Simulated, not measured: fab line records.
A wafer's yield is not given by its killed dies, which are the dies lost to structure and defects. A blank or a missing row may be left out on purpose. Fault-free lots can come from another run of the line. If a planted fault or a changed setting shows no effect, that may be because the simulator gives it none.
fab line records ; flow gf180mcu
record: lots: 24; wafers: 72; lastDay: 34
route steps=602 shown SALICIDE@286 CONTACT@309 M2@366 V2@403 V4@500
lots untouched by any fault: they come from a run of this same line in which no faults occurred
startH: start of the lot's first displayed wafer, in hours after the record's first day ; waitH: time in hours since the lot's previous step ; " unchanged from the row above ; L1.1+2: several wafers, shown together as one row ; - no value, or no start was given ; * or withheld: withheld ; < > ~ a bound
route shown NAME@n: a module of which the file shows steps, and the number in the route of the first ; usual: average and standard deviation across the fault-free wafers ; same: alike in all rows ; chamber/n: place in a boat ; sites: each site's reading ; _std_site: standard deviation across them ; _edge_site: inner sites' mean taken away from outer sites' mean ; radiusMm: for every site, how far away it sits from the centre of the wafer ; mask NAME#n: copy n ; behind: the most recent tool/chamber to have shaped the wafer ; hold: reason for holding the lot/hours on hold/outcome of the hold ; device: the transistor (n, p or np) that didn't switch ; end of line: the route-end tests of the same wafers ; step lacking rows: just its recipe ; killed: count of dies lost to structure and defects at first sort (not the wafer's yield) ; map: a wafer's dies, marking killed ones x, the rest . and places with no die _
set.NAME: setting as actually run; set.NAME@STEP: the setting as run at that earlier step ; model.NAME: the simulator's own value behind a step, which no gauge read
the route's steps for a sample of lots (tables are steps, rows are wafers)
services: from which hour (startH, from the record's first day; less than 0 if before it) a tool's chamber was out of use, for how many hours, and why
== steps ==
step: GF_SALICIDE_RTA_08
recipe: tempC: 800; timeS: 30; ambient: N2
usual: lampPowerPct: 17.3/0.59; wafer_temp_C_max: 803.3/0.61
lot.wafer;tool;chamber;startH;waitH;lampPowerPct;wafer_temp_C_max
L074.1;rtpAnneal-02;0;342.67;0.0;17.8;804.6
L074.2;rtpAnneal-02;0;342.67;0.0;17.8;803.8
L074.6;rtpAnneal-02;0;342.67;0.0;17.8;802.9
L075.2;rtpAnneal-01;0;352.69;0.0;16.6;803.4
L075.3;rtpAnneal-01;0;352.69;0.0;16.6;802.4
L075.4;rtpAnneal-01;0;352.69;0.0;16.6;804.0
L076.3;rtpAnneal-01;0;357.31;0.0;16.6;802.5
L076.5;rtpAnneal-01;0;357.31;0.0;16.6;805.0
L076.6;rtpAnneal-01;0;357.31;0.0;16.6;802.3
L077.1;rtpAnneal-02;0;370.93;0.0;17.8;803.8
L077.2;rtpAnneal-02;0;370.93;0.0;17.8;804.2
L077.3;rtpAnneal-02;0;370.93;0.0;17.8;803.7
L078.1;rtpAnneal-01;0;374.83;0.0;16.6;803.0
L078.3;rtpAnneal-01;0;374.83;0.0;16.6;803.5
L078.5;rtpAnneal-01;0;374.83;0.0;16.6;803.3
L079.2;rtpAnneal-01;0;379.47;0.0;16.6;803.1
L079.4;rtpAnneal-01;0;379.47;0.0;16.6;803.6
L079.6;rtpAnneal-01;0;379.47;0.0;16.6;803.6
L080.1;rtpAnneal-02;0;389.65;0.0;17.8;802.5
L080.2;rtpAnneal-02;0;389.65;0.0;17.8;803.5
L080.3;rtpAnneal-02;0;389.65;0.0;17.8;801.5
L081.1;rtpAnneal-02;0;404.42;0.0;17.8;803.6
L081.3;rtpAnneal-02;0;404.42;0.0;17.8;802.7
L081.5;rtpAnneal-02;0;404.42;0.0;17.8;803.3
L082.1;rtpAnneal-02;0;406.32;0.0;17.8;802.4
L082.3;rtpAnneal-02;0;406.32;0.0;17.8;803.6
L082.5;rtpAnneal-02;0;406.32;0.0;17.8;803.1
L083.2;rtpAnneal-02;0;416.12;0.0;17.8;802.4
L083.3;rtpAnneal-02;0;416.12;0.0;17.8;803.3
L083.4;rtpAnneal-02;0;416.12;0.0;17.8;802.9
L084.3;rtpAnneal-02;0;431.76;0.0;17.8;803.1
L084.5;rtpAnneal-02;0;431.76;0.0;17.8;803.9
L084.6;rtpAnneal-02;0;431.76;0.0;17.8;803.0
L085.1;rtpAnneal-01;0;436.30;0.0;16.6;803.7
L085.4;rtpAnneal-01;0;436.30;0.0;16.6;803.7
L085.6;rtpAnneal-01;0;436.30;0.0;16.6;803.5
L086.2;rtpAnneal-02;0;446.50;0.0;17.8;803.9
L086.4;rtpAnneal-02;0;446.50;0.0;17.8;803.1
L086.5;rtpAnneal-02;0;446.50;0.0;17.8;803.3
L087.1;rtpAnneal-02;0;452.91;0.0;17.8;803.5
L087.2;rtpAnneal-02;0;452.91;0.0;17.8;803.2
L087.3;rtpAnneal-02;0;452.91;0.0;17.8;803.2
L088.1;rtpAnneal-02;0;463.72;0.0;17.8;802.8
L088.3;rtpAnneal-02;0;463.72;0.0;17.8;802.8
L088.4;rtpAnneal-02;0;463.72;0.0;17.8;804.1
L089.2;rtpAnneal-01;0;472.57;0.0;16.6;802.6
L089.4;rtpAnneal-01;0;472.57;0.0;16.6;803.5
L089.6;rtpAnneal-01;0;472.57;0.0;16.6;803.1
L090.2;rtpAnneal-02;0;484.27;0.0;17.8;804.3
L090.3;rtpAnneal-02;0;484.27;0.0;17.8;802.9
L090.6;rtpAnneal-02;0;484.27;0.0;17.8;802.5
L091.1;rtpAnneal-01;0;508.00;0.0;16.6;803.4
L091.2;rtpAnneal-01;0;508.00;0.0;16.6;803.1
L091.3;rtpAnneal-01;0;508.00;0.0;16.6;803.5
L092.1;rtpAnneal-01;0;508.30;0.0;16.6;803.1
L092.2;rtpAnneal-01;0;508.30;0.0;16.6;802.5
L092.5;rtpAnneal-01;0;508.30;0.0;16.6;803.6
L093.2;rtpAnneal-01;0;516.67;0.0;16.6;802.5
L093.3;rtpAnneal-01;0;516.67;0.0;16.6;803.3
L093.6;rtpAnneal-01;0;516.67;0.0;16.6;803.1
L094.3;rtpAnneal-01;0;519.36;0.0;16.6;802.4
L094.4;rtpAnneal-01;0;519.36;0.0;16.6;803.2
L094.6;rtpAnneal-01;0;519.36;0.0;16.6;803.6
L095.1;rtpAnneal-02;0;526.71;0.0;17.8;802.9
L095.2;rtpAnneal-02;0;526.71;0.0;17.8;803.8
L095.3;rtpAnneal-02;0;526.71;0.0;17.8;802.1
L097.2;rtpAnneal-02;0;537.15;0.0;17.8;803.9
L097.4;rtpAnneal-02;0;537.15;0.0;17.8;803.2
L097.6;rtpAnneal-02;0;537.15;0.0;17.8;803.3
L096.2;rtpAnneal-02;0;539.51;0.0;17.8;803.5
L096.4;rtpAnneal-02;0;539.51;0.0;17.8;802.6
L096.5;rtpAnneal-02;0;539.51;0.0;17.8;803.3
step: GF_CONTACT_SPUTTER_22
recipe: material: Ti; targetThkNm: 15; chamberPressurePa: 5; powerW: 2500; substrateTempC: 200; timeS: 80.02
usual: throttleValvePct: 30.3/1.2
lot.wafer;tool;chamber;startH;waitH;throttleValvePct
L074.1;pvdSputter-03;-;365.48;0.0;29.4
L074.2;pvdSputter-03;-;365.48;0.0;29.8
L074.6;pvdSputter-03;-;365.48;0.0;29.5
L075.2;pvdSputter-03;-;375.97;0.0;28.0
L075.3;pvdSputter-03;-;375.97;0.0;29.5
L075.4;pvdSputter-03;-;375.97;0.0;29.7
L076.3;pvdSputter-03;-;380.22;0.0;29.7
L076.5;pvdSputter-03;-;380.22;0.0;29.7
L076.6;pvdSputter-03;-;380.22;0.0;29.5
L077.1;pvdSputter-04;-;394.73;0.0;32.8
L077.2;pvdSputter-04;-;394.73;0.0;31.5
L077.3;pvdSputter-04;-;394.73;0.0;29.5
L078.1;pvdSputter-02;-;398.83;0.0;31.1
L078.3;pvdSputter-02;-;398.83;0.0;29.6
L078.5;pvdSputter-02;-;398.83;0.0;30.8
L079.2;pvdSputter-02;-;404.27;0.0;29.7
L079.4;pvdSputter-02;-;404.27;0.0;30.5
L079.6;pvdSputter-02;-;404.27;0.0;30.0
L080.1;pvdSputter-04;-;414.76;0.0;29.6
L080.2;pvdSputter-04;-;414.76;0.0;29.9
L080.3;pvdSputter-04;-;414.76;0.0;33.0
L081.1;pvdSputter-03;-;429.62;0.0;29.5
L081.3;pvdSputter-03;-;429.62;0.0;29.8
L081.5;pvdSputter-03;-;429.62;0.0;29.8
L082.1;pvdSputter-03;-;431.57;0.0;29.7
L082.3;pvdSputter-03;-;431.57;0.0;27.9
L082.5;pvdSputter-03;-;431.57;0.0;29.5
L083.2;pvdSputter-04;-;441.36;0.0;31.4
L083.3;pvdSputter-04;-;441.36;0.0;29.7
L083.4;pvdSputter-04;-;441.36;0.0;32.9
L084.3;pvdSputter-02;-;457.47;0.0;30.6
L084.5;pvdSputter-02;-;457.47;0.0;29.8
L084.6;pvdSputter-02;-;457.47;0.0;31.0
L085.1;pvdSputter-04;-;461.52;0.0;30.3
L085.4;pvdSputter-04;-;461.52;0.0;29.9
L085.6;pvdSputter-04;-;461.52;0.0;32.8
L086.2;pvdSputter-04;-;472.57;0.0;30.1
L086.4;pvdSputter-04;-;472.57;0.0;33.0
L086.5;pvdSputter-04;-;472.57;0.0;31.3
L087.1;pvdSputter-02;-;478.30;0.0;29.8
L087.2;pvdSputter-02;-;478.30;0.0;30.5
L087.3;pvdSputter-02;-;478.30;0.0;31.0
L088.1;pvdSputter-04;-;489.28;0.0;31.4
L088.3;pvdSputter-04;-;489.28;0.0;30.0
L088.4;pvdSputter-04;-;489.28;0.0;29.8
L089.2;pvdSputter-03;-;497.47;0.0;29.6
L089.4;pvdSputter-03;-;497.47;0.0;27.8
L089.6;pvdSputter-03;-;497.47;0.0;27.8
L090.2;pvdSputter-02;-;509.22;0.0;29.8
L090.3;pvdSputter-02;-;509.22;0.0;31.1
L090.6;pvdSputter-02;-;509.22;0.0;29.8
L091.1;pvdSputter-02;-;532.42;0.0;30.1
L091.2;pvdSputter-02;-;532.42;0.0;30.3
L091.3;pvdSputter-02;-;532.42;0.0;31.0
L092.1;pvdSputter-04;-;532.57;0.0;31.3
L092.2;pvdSputter-04;-;532.57;0.0;30.2
L092.5;pvdSputter-04;-;532.57;0.0;31.4
L093.2;pvdSputter-03;-;540.97;0.0;27.7
L093.3;pvdSputter-03;-;540.97;0.0;29.8
L093.6;pvdSputter-03;-;540.97;0.0;27.8
L094.3;pvdSputter-04;-;543.66;0.0;31.6
L094.4;pvdSputter-04;-;543.66;0.0;30.1
L094.6;pvdSputter-04;-;543.66;0.0;29.5
L095.1;pvdSputter-02;-;550.60;0.0;29.7
L095.2;pvdSputter-02;-;550.60;0.0;29.7
L095.3;pvdSputter-02;-;550.60;0.0;30.9
L097.2;pvdSputter-04;-;561.07;0.0;31.5
L097.4;pvdSputter-04;-;561.07;0.0;32.9
L097.6;pvdSputter-04;-;561.07;0.0;31.4
L096.2;pvdSputter-04;-;562.62;0.0;32.9
L096.4;pvdSputter-04;-;562.62;0.0;29.8
L096.5;pvdSputter-04;-;562.62;0.0;30.1
step: GF_CONTACT_SPUTTER_23
recipe: material: TiN; targetThkNm: 10; chamberPressurePa: 5; powerW: 4000; timeS: 40
usual: throttleValvePct: 30.2/1.2
lot.wafer;tool;chamber;startH;waitH;throttleValvePct
L074.1;pvdSputter-03;-;365.54;0.0;29.7
L074.2;pvdSputter-03;-;365.54;0.0;29.6
L074.6;pvdSputter-03;-;365.54;0.0;29.7
L075.2;pvdSputter-03;-;376.03;0.0;27.8
L075.3;pvdSputter-03;-;376.03;0.0;29.7
L075.4;pvdSputter-03;-;376.03;0.0;29.6
L076.3;pvdSputter-03;-;380.28;0.0;29.8
L076.5;pvdSputter-03;-;380.28;0.0;29.7
L076.6;pvdSputter-03;-;380.28;0.0;29.5
L077.1;pvdSputter-04;-;394.79;0.0;32.9
L077.2;pvdSputter-04;-;394.79;0.0;31.6
L077.3;pvdSputter-04;-;394.79;0.0;29.5
L078.1;pvdSputter-02;-;398.89;0.0;31.1
L078.3;pvdSputter-02;-;398.89;0.0;29.9
L078.5;pvdSputter-02;-;398.89;0.0;31.0
L079.2;pvdSputter-02;-;404.33;0.0;29.6
L079.4;pvdSputter-02;-;404.33;0.0;30.2
L079.6;pvdSputter-02;-;404.33;0.0;29.8
L080.1;pvdSputter-04;-;414.83;0.0;29.9
L080.2;pvdSputter-04;-;414.83;0.0;30.0
L080.3;pvdSputter-04;-;414.83;0.0;33.2
L081.1;pvdSputter-03;-;429.68;0.0;29.5
L081.3;pvdSputter-03;-;429.68;0.0;29.9
L081.5;pvdSputter-03;-;429.68;0.0;29.9
L082.1;pvdSputter-03;-;431.63;0.0;29.7
L082.3;pvdSputter-03;-;431.63;0.0;28.0
L082.5;pvdSputter-03;-;431.63;0.0;29.7
L083.2;pvdSputter-04;-;441.42;0.0;31.1
L083.3;pvdSputter-04;-;441.42;0.0;30.0
L083.4;pvdSputter-04;-;441.42;0.0;32.6
L084.3;pvdSputter-02;-;457.53;0.0;30.3
L084.5;pvdSputter-02;-;457.53;0.0;29.8
L084.6;pvdSputter-02;-;457.53;0.0;30.8
L085.1;pvdSputter-04;-;461.58;0.0;30.4
L085.4;pvdSputter-04;-;461.58;0.0;29.5
L085.6;pvdSputter-04;-;461.58;0.0;32.7
L086.2;pvdSputter-04;-;472.63;0.0;29.9
L086.4;pvdSputter-04;-;472.63;0.0;32.9
L086.5;pvdSputter-04;-;472.63;0.0;31.2
L087.1;pvdSputter-02;-;478.36;0.0;29.8
L087.2;pvdSputter-02;-;478.36;0.0;30.4
L087.3;pvdSputter-02;-;478.36;0.0;30.9
L088.1;pvdSputter-04;-;489.34;0.0;31.6
L088.3;pvdSputter-04;-;489.34;0.0;30.0
L088.4;pvdSputter-04;-;489.34;0.0;29.5
L089.2;pvdSputter-03;-;497.53;0.0;29.3
L089.4;pvdSputter-03;-;497.53;0.0;27.9
L089.6;pvdSputter-03;-;497.53;0.0;27.7
L090.2;pvdSputter-02;-;509.28;0.0;29.7
L090.3;pvdSputter-02;-;509.28;0.0;30.8
L090.6;pvdSputter-02;-;509.28;0.0;29.7
L091.1;pvdSputter-02;-;532.48;0.0;29.9
L091.2;pvdSputter-02;-;532.48;0.0;30.3
L091.3;pvdSputter-02;-;532.48;0.0;31.3
L092.1;pvdSputter-04;-;532.64;0.0;31.3
L092.2;pvdSputter-04;-;532.64;0.0;30.5
L092.5;pvdSputter-04;-;532.64;0.0;31.3
L093.2;pvdSputter-03;-;541.03;0.0;27.8
L093.3;pvdSputter-03;-;541.03;0.0;29.8
L093.6;pvdSputter-03;-;541.03;0.0;27.6
L094.3;pvdSputter-04;-;543.72;0.0;31.1
L094.4;pvdSputter-04;-;543.72;0.0;30.2
L094.6;pvdSputter-04;-;543.72;0.0;29.6
L095.1;pvdSputter-02;-;550.67;0.0;29.7
L095.2;pvdSputter-02;-;550.67;0.0;29.9
L095.3;pvdSputter-02;-;550.67;0.0;31.1
L097.2;pvdSputter-04;-;561.13;0.0;31.5
L097.4;pvdSputter-04;-;561.13;0.0;32.7
L097.6;pvdSputter-04;-;561.13;0.0;31.3
L096.2;pvdSputter-04;-;562.68;0.0;32.6
L096.4;pvdSputter-04;-;562.68;0.0;29.5
L096.5;pvdSputter-04;-;562.68;0.0;30.0
step: GF_M2_SPUTTER_04
recipe: material: TiN; targetThkNm: 50; powerW: 6500; timeS: 41.7; chamberPressurePa: 0.4
usual: throttleValvePct: 30.4/1
lot.wafer;tool;chamber;startH;waitH;throttleValvePct
L074.1;pvdSputter-01;-;415.69;0.0;31.7
L074.2;pvdSputter-01;-;415.69;0.0;31.1
L074.6;pvdSputter-01;-;415.69;0.0;31.6
L075.2;pvdSputter-02;-;426.46;0.0;30.1
L075.3;pvdSputter-02;-;426.46;0.0;29.9
L075.4;pvdSputter-02;-;426.46;0.0;30.9
L076.3;pvdSputter-01;-;431.69;0.0;29.9
L076.5;pvdSputter-01;-;431.69;0.0;31.8
L076.6;pvdSputter-01;-;431.69;0.0;29.7
L077.1;pvdSputter-02;-;445.68;0.0;30.8
L077.2;pvdSputter-02;-;445.68;0.0;29.8
L077.3;pvdSputter-02;-;445.68;0.0;29.7
L078.1;pvdSputter-02;-;450.83;0.0;30.3
L078.3;pvdSputter-02;-;450.83;0.0;30.8
L078.5;pvdSputter-02;-;450.83;0.0;30.2
L079.2;pvdSputter-02;-;455.79;0.0;29.7
L079.4;pvdSputter-02;-;455.79;0.0;31.1
L079.6;pvdSputter-02;-;455.79;0.0;29.5
L080.1;pvdSputter-04;-;467.19;0.0;32.7
L080.2;pvdSputter-04;-;467.19;0.0;30.0
L080.3;pvdSputter-04;-;467.19;0.0;31.3
L081.1;pvdSputter-01;-;481.95;0.0;31.4
L081.3;pvdSputter-01;-;481.95;0.0;28.8
L081.5;pvdSputter-01;-;481.95;0.0;31.5
L082.1;pvdSputter-01;-;484.47;0.0;29.0
L082.3;pvdSputter-01;-;484.47;0.0;30.0
L082.5;pvdSputter-01;-;484.47;0.0;29.6
L083.2;pvdSputter-01;-;493.95;0.0;29.2
L083.3;pvdSputter-01;-;493.95;0.0;31.2
L083.4;pvdSputter-01;-;493.95;0.0;29.8
L084.3;pvdSputter-04;-;509.45;0.0;31.5
L084.5;pvdSputter-04;-;509.45;0.0;33.0
L084.6;pvdSputter-04;-;509.45;0.0;29.4
L085.1;pvdSputter-02;-;512.58;0.0;30.5
L085.4;pvdSputter-02;-;512.58;0.0;29.8
L085.6;pvdSputter-02;-;512.58;0.0;30.1
L086.2;pvdSputter-02;-;523.14;0.0;29.5
L086.4;pvdSputter-02;-;523.14;0.0;30.3
L086.5;pvdSputter-02;-;523.14;0.0;29.6
L087.1;pvdSputter-02;-;529.44;0.0;30.4
L087.2;pvdSputter-02;-;529.44;0.0;30.9
L087.3;pvdSputter-02;-;529.44;0.0;29.7
L088.1;pvdSputter-04;-;539.74;0.0;29.8
L088.3;pvdSputter-04;-;539.74;0.0;32.9
L088.4;pvdSputter-04;-;539.74;0.0;31.6
L089.2;pvdSputter-02;-;546.49;0.0;30.9
L089.4;pvdSputter-02;-;546.49;0.0;29.7
L089.6;pvdSputter-02;-;546.49;0.0;30.8
L090.2;pvdSputter-04;-;558.39;0.0;29.7
L090.3;pvdSputter-04;-;558.39;0.0;30.0
L090.6;pvdSputter-04;-;558.39;0.0;31.3
L091.1;pvdSputter-04;-;580.63;0.0;31.5
L091.2;pvdSputter-04;-;580.63;0.0;30.0
L091.3;pvdSputter-04;-;580.63;0.0;29.7
L092.1;pvdSputter-02;-;580.80;0.0;29.8
L092.2;pvdSputter-02;-;580.80;0.0;29.7
L092.5;pvdSputter-02;-;580.80;0.0;29.7
L093.2;pvdSputter-02;-;588.25;0.0;29.8
L093.3;pvdSputter-02;-;588.25;0.0;29.9
L093.6;pvdSputter-02;-;588.25;0.0;31.0
L094.3;pvdSputter-01;-;590.94;0.0;31.3
L094.4;pvdSputter-01;-;590.94;0.0;31.7
L094.6;pvdSputter-01;-;590.94;0.0;29.6
L095.1;pvdSputter-01;-;598.99;0.0;30.1
L095.2;pvdSputter-01;-;598.99;0.0;28.8
L095.3;pvdSputter-01;-;598.99;0.0;31.1
L097.2;pvdSputter-02;-;607.75;0.0;29.7
L097.4;pvdSputter-02;-;607.75;0.0;29.8
L097.6;pvdSputter-02;-;607.75;0.0;29.6
L096.2;pvdSputter-01;-;609.53;0.0;30.1
L096.4;pvdSputter-01;-;609.53;0.0;28.9
L096.5;pvdSputter-01;-;609.53;0.0;29.5
step: GF_V2_SPUTTER_21
recipe: material: Ti; targetThkNm: 15; chamberPressurePa: 5; powerW: 2500; substrateTempC: 200; timeS: 80.02
usual: throttleValvePct: 30.2/1.3
lot.wafer;tool;chamber;startH;waitH;throttleValvePct
L074.1;pvdSputter-03;-;465.97;0.0;27.9
L074.2;pvdSputter-03;-;465.97;0.0;29.7
L074.6;pvdSputter-03;-;465.97;0.0;29.8
L075.2;pvdSputter-04;-;476.88;0.0;30.2
L075.3;pvdSputter-04;-;476.88;0.0;31.2
L075.4;pvdSputter-04;-;476.88;0.0;29.8
L076.3;pvdSputter-02;-;482.50;0.0;29.7
L076.5;pvdSputter-02;-;482.50;0.0;30.4
L076.6;pvdSputter-02;-;482.50;0.0;29.7
L077.1;pvdSputter-04;-;495.69;0.0;32.7
L077.2;pvdSputter-04;-;495.69;0.0;30.3
L077.3;pvdSputter-04;-;495.69;0.0;29.9
L078.1;pvdSputter-04;-;500.68;0.0;30.4
L078.3;pvdSputter-04;-;500.68;0.0;32.7
L078.5;pvdSputter-04;-;500.68;0.0;31.7
L079.2;pvdSputter-04;-;505.68;0.0;32.8
L079.4;pvdSputter-04;-;505.68;0.0;30.1
L079.6;pvdSputter-04;-;505.68;0.0;31.3
L080.1;pvdSputter-03;-;516.02;0.0;29.7
L080.2;pvdSputter-03;-;516.02;0.0;29.9
L080.3;pvdSputter-03;-;516.02;0.0;27.7
L081.1;pvdSputter-03;-;530.75;0.0;29.7
L081.3;pvdSputter-03;-;530.75;0.0;29.5
L081.5;pvdSputter-03;-;530.75;0.0;29.7
L082.1;pvdSputter-04;-;533.48;0.0;29.9
L082.3;pvdSputter-04;-;533.48;0.0;31.5
L082.5;pvdSputter-04;-;533.48;0.0;32.7
L083.2;pvdSputter-02;-;542.17;0.0;29.7
L083.3;pvdSputter-02;-;542.17;0.0;30.2
L083.4;pvdSputter-02;-;542.17;0.0;31.0
L084.3;pvdSputter-03;-;557.01;0.0;29.9
L084.5;pvdSputter-03;-;557.01;0.0;29.9
L084.6;pvdSputter-03;-;557.01;0.0;29.4
L085.1;pvdSputter-03;-;560.35;0.0;29.4
L085.4;pvdSputter-03;-;560.35;0.0;29.6
L085.6;pvdSputter-03;-;560.35;0.0;29.7
L086.2;pvdSputter-02;-;570.77;0.0;30.0
L086.4;pvdSputter-02;-;570.77;0.0;29.7
L086.5;pvdSputter-02;-;570.77;0.0;30.5
L087.1;pvdSputter-03;-;576.53;0.0;29.7
L087.2;pvdSputter-03;-;576.53;0.0;29.7
L087.3;pvdSputter-03;-;576.53;0.0;27.9
L088.1;pvdSputter-02;-;584.77;0.0;29.6
L088.3;pvdSputter-02;-;584.77;0.0;30.4
L088.4;pvdSputter-02;-;584.77;0.0;30.7
L089.2;pvdSputter-02;-;590.92;0.0;31.0
L089.4;pvdSputter-02;-;590.92;0.0;29.5
L089.6;pvdSputter-02;-;590.92;0.0;29.8
L090.2;pvdSputter-04;-;604.12;0.0;29.5
L090.3;pvdSputter-04;-;604.12;0.0;33.1
L090.6;pvdSputter-04;-;604.12;0.0;31.6
L091.1;pvdSputter-04;-;624.40;0.0;30.3
L091.2;pvdSputter-04;-;624.40;0.0;31.4
L091.3;pvdSputter-04;-;624.40;0.0;29.5
L092.1;pvdSputter-04;-;625.38;0.0;29.6
L092.2;pvdSputter-04;-;625.38;0.0;31.7
L092.5;pvdSputter-04;-;625.38;0.0;29.6
L093.2;pvdSputter-03;-;632.45;0.0;27.9
L093.3;pvdSputter-03;-;632.45;0.0;29.7
L093.6;pvdSputter-03;-;632.45;0.0;29.8
L094.3;pvdSputter-04;-;635.42;0.0;29.7
L094.4;pvdSputter-04;-;635.42;0.0;30.2
L094.6;pvdSputter-04;-;635.42;0.0;31.4
L095.1;pvdSputter-04;-;641.65;0.0;29.8
L095.2;pvdSputter-04;-;641.65;0.0;32.7
L095.3;pvdSputter-04;-;641.65;0.0;29.7
L097.2;pvdSputter-03;-;650.62;0.0;28.0
L097.4;pvdSputter-03;-;650.62;0.0;29.5
L097.6;pvdSputter-03;-;650.62;0.0;27.8
L096.2;pvdSputter-04;-;652.27;0.0;31.5
L096.4;pvdSputter-04;-;652.27;0.0;30.1
L096.5;pvdSputter-04;-;652.27;0.0;32.9
step: GF_V4_RS_MEAS_24
recipe: thkMeasGauge: four-point-probe; reads: W_of_V4_CVD_23+TiN_of_V4_SPUTTER_22+Ti_of_V4_SPUTTER_21
usual: V4_W_RS: 0.326/0.006
lot.wafer;tool;chamber;startH;waitH;V4_W_RS[ohm/sq]
L074.1;filmMetro-02;-;563.98;0.1;0.328
L074.2;filmMetro-02;-;563.98;0.1;0.330
L074.6;filmMetro-02;-;563.98;0.1;0.333
L075.2;filmMetro-01;-;576.10;0.1;0.324
L075.3;filmMetro-01;-;576.10;0.1;0.330
L075.4;filmMetro-01;-;576.10;0.1;0.325
L076.3;filmMetro-02;-;579.02;0.1;0.329
L076.5;filmMetro-02;-;579.02;0.1;0.327
L076.6;filmMetro-02;-;579.02;0.1;0.327
L077.1;filmMetro-03;-;590.48;0.1;0.320
L077.2;filmMetro-03;-;590.48;0.1;0.330
L077.3;filmMetro-03;-;590.48;0.1;0.315
L078.1;filmMetro-01;-;596.36;0.1;0.321
L078.3;filmMetro-01;-;596.36;0.1;0.330
L078.5;filmMetro-01;-;596.36;0.1;0.324
L079.2;filmMetro-02;-;599.95;0.1;0.323
L079.4;filmMetro-02;-;599.95;0.1;0.330
L079.6;filmMetro-02;-;599.95;0.1;0.326
L080.1;filmMetro-01;-;610.71;0.1;0.327
L080.2;filmMetro-01;-;610.71;0.1;0.331
L080.3;filmMetro-01;-;610.71;0.1;0.332
L081.1;filmMetro-01;-;624.01;0.1;0.329
L081.3;filmMetro-01;-;624.01;0.1;0.331
L081.5;filmMetro-01;-;624.01;0.1;0.326
L082.1;filmMetro-03;-;626.54;0.1;0.313
L082.3;filmMetro-03;-;626.54;0.1;0.318
L082.5;filmMetro-03;-;626.54;0.1;0.329
L083.2;filmMetro-02;-;635.18;0.1;0.315
L083.3;filmMetro-02;-;635.18;0.1;0.331
L083.4;filmMetro-02;-;635.18;0.1;0.316
L084.3;filmMetro-02;-;646.50;0.1;0.329
L084.5;filmMetro-02;-;646.50;0.1;0.335
L084.6;filmMetro-02;-;646.50;0.1;0.317
L085.1;filmMetro-03;-;650.94;0.1;0.328
L085.4;filmMetro-03;-;650.94;0.1;0.332
L085.6;filmMetro-03;-;650.94;0.1;0.325
L086.2;filmMetro-03;-;660.09;0.1;0.322
L086.4;filmMetro-03;-;660.09;0.1;0.319
L086.5;filmMetro-03;-;660.09;0.1;0.334
L087.1;filmMetro-03;-;664.28;0.1;0.320
L087.2;filmMetro-03;-;664.28;0.1;0.334
L087.3;filmMetro-03;-;664.28;0.1;0.328
L088.1;filmMetro-03;-;672.46;0.1;0.319
L088.3;filmMetro-03;-;672.46;0.1;0.334
L088.4;filmMetro-03;-;672.46;0.1;0.320
L089.2;filmMetro-01;-;677.10;0.1;0.327
L089.4;filmMetro-01;-;677.10;0.1;0.315
L089.6;filmMetro-01;-;677.10;0.1;0.330
L090.2;filmMetro-02;-;688.58;0.1;0.321
L090.3;filmMetro-02;-;688.58;0.1;0.331
L090.6;filmMetro-02;-;688.58;0.1;0.334
L091.1;filmMetro-02;-;707.23;0.1;0.318
L091.2;filmMetro-02;-;707.23;0.1;0.327
L091.3;filmMetro-02;-;707.23;0.1;0.328
L092.1;filmMetro-02;-;708.95;0.1;0.327
L092.2;filmMetro-02;-;708.95;0.1;0.331
L092.5;filmMetro-02;-;708.95;0.1;0.329
L093.2;filmMetro-02;-;715.20;0.1;0.330
L093.3;filmMetro-02;-;715.20;0.1;0.335
L093.6;filmMetro-02;-;715.20;0.1;0.332
L094.3;filmMetro-02;-;716.62;0.1;0.320
L094.4;filmMetro-02;-;716.62;0.1;0.327
L094.6;filmMetro-02;-;716.62;0.1;0.331
L095.1;filmMetro-03;-;720.94;0.1;0.331
L095.2;filmMetro-03;-;720.94;0.1;0.317
L095.3;filmMetro-03;-;720.94;0.1;0.328
L097.2;filmMetro-02;-;730.80;0.1;0.333
L097.4;filmMetro-02;-;730.80;0.1;0.331
L097.6;filmMetro-02;-;730.80;0.1;0.324
L096.2;filmMetro-02;-;732.50;0.1;0.333
L096.4;filmMetro-02;-;732.50;0.1;0.333
L096.5;filmMetro-02;-;732.50;0.1;0.330
== services ==
tool;chamber;startH;hours;kind
pvdSputter-01;2;330.33;-;consumableReplace:kit
pvdSputter-01;2;330.33;18.0;scheduledDown
pvdSputter-01;2;330.33;18.0;ventCycle
pvdSputter-04;-;345.53;10.9;repair
pvdSputter-04;-;361.27;5.7;repair
pvdSputter-02;3;368.23;-;consumableReplace:kit
pvdSputter-02;3;368.23;18.0;scheduledDown
pvdSputter-02;3;368.23;18.0;ventCycle
rtpAnneal-02;-;410.63;4.0;pm
pvdSputter-01;-;426.56;1.4;repair
pvdSputter-02;-;427.17;1.0;repair
pvdSputter-03;-;475.51;18.6;repair
pvdSputter-01;1;516.42;-;consumableReplace:kit
pvdSputter-02;2;551.51;-;consumableReplace:kit
pvdSputter-02;2;551.51;18.0;scheduledDown
pvdSputter-02;2;551.51;18.0;ventCycle
pvdSputter-02;-;554.99;1.7;repair
pvdSputter-01;-;563.03;2.9;repair
pvdSputter-03;2;579.68;-;consumableReplace:kit
pvdSputter-03;2;579.68;18.0;scheduledDown
pvdSputter-03;2;579.68;18.0;ventCycle
rtpAnneal-02;-;593.73;58.8;pm
pvdSputter-01;-;618.58;1.8;repair
pvdSputter-02;-;620.00;19.6;repair
== key ==
fault none
